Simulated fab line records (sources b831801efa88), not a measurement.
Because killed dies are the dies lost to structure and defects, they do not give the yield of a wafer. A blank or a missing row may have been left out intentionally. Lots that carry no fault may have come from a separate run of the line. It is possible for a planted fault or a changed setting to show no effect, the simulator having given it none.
What tool caused it? ; flow sky130 ; Sampling: 12 lots, 36 wafers, 2 of 708 route steps

WHAT THE GAUGES SHOWED, per wafer
SKY_METAL1_RS_MEAS_05: uses a four-point probe to measure.
lot;measured;on;METAL1_ALCU_RS (ohm/sq)
L075;day 32 02:50;film-metro-04;0.1269 0.1258 0.1258
L077;day 32 19:15;film-metro-01;0.1265 0.1285 0.1274
L079;day 34 02:05;film-metro-01;0.1264 0.1260 0.1252
L081;day 34 03:44;film-metro-01;0.1262 0.1262 0.1263
L083;day 34 18:10;film-metro-01;0.1257 0.1250 0.1253
L086;day 35 15:06;film-metro-04;0.1266 0.1256 0.1256
L087;day 36 02:55;film-metro-01;0.1282 0.1297 0.1296
L089;day 36 23:03;film-metro-04;0.1250 0.1268 0.1247
L091;day 37 11:52;film-metro-03;0.1256 0.1276 0.1262
L093;day 37 18:11;film-metro-03;0.1267 0.1260 0.1260
L095;day 38 08:54;film-metro-01;0.1277 0.1278 0.1286
L096;day 40 15:08;film-metro-03;0.1287 0.1290 0.1288

TOOL THAT RAN EACH LOT (tool first, then ch and the chambers of the sampled wafers, then the start)
lot;SKY_METAL1_SPUTTER_01
L075;pvd-sputter-03, day 32 02:39
L077;pvd-sputter-01, day 32 19:04
L079;pvd-sputter-01, day 34 01:55
L081;pvd-sputter-01, day 34 03:34
L083;pvd-sputter-03, day 34 18:02
L086;pvd-sputter-01, day 35 14:59
L087;pvd-sputter-04, day 36 02:47
L089;pvd-sputter-03, day 36 22:55
L091;pvd-sputter-03, day 37 11:44
L093;pvd-sputter-03, day 37 18:03
L095;pvd-sputter-01, day 38 08:47
L096;pvd-sputter-01, day 40 15:01
- SKY_METAL1_SPUTTER_01: material TiN, target thk 20 nm, time 16.7 s.

THE ANSWER, worked out from the rows above alone
Rule: usual is defined by the lots themselves. The widest of any qualifying gaps counts: lots, ordered by their means at a reading, are off when they make up no more than a third of the lots, leave a main group of 4 or more, and stand apart from it by 3 or more times the standard deviation of that group's means. A main group whose means are all the same, to the digits that the tables above print for the reading, isn't used. Also off: a lot with no number at a reading for which 4 or more lots have one. Any other lot the step has rows for is counted as sound.
Across all readings shown, no lot is off: no conclusion can be drawn from this.

WHAT THE SIMULATOR HAD PUT IN
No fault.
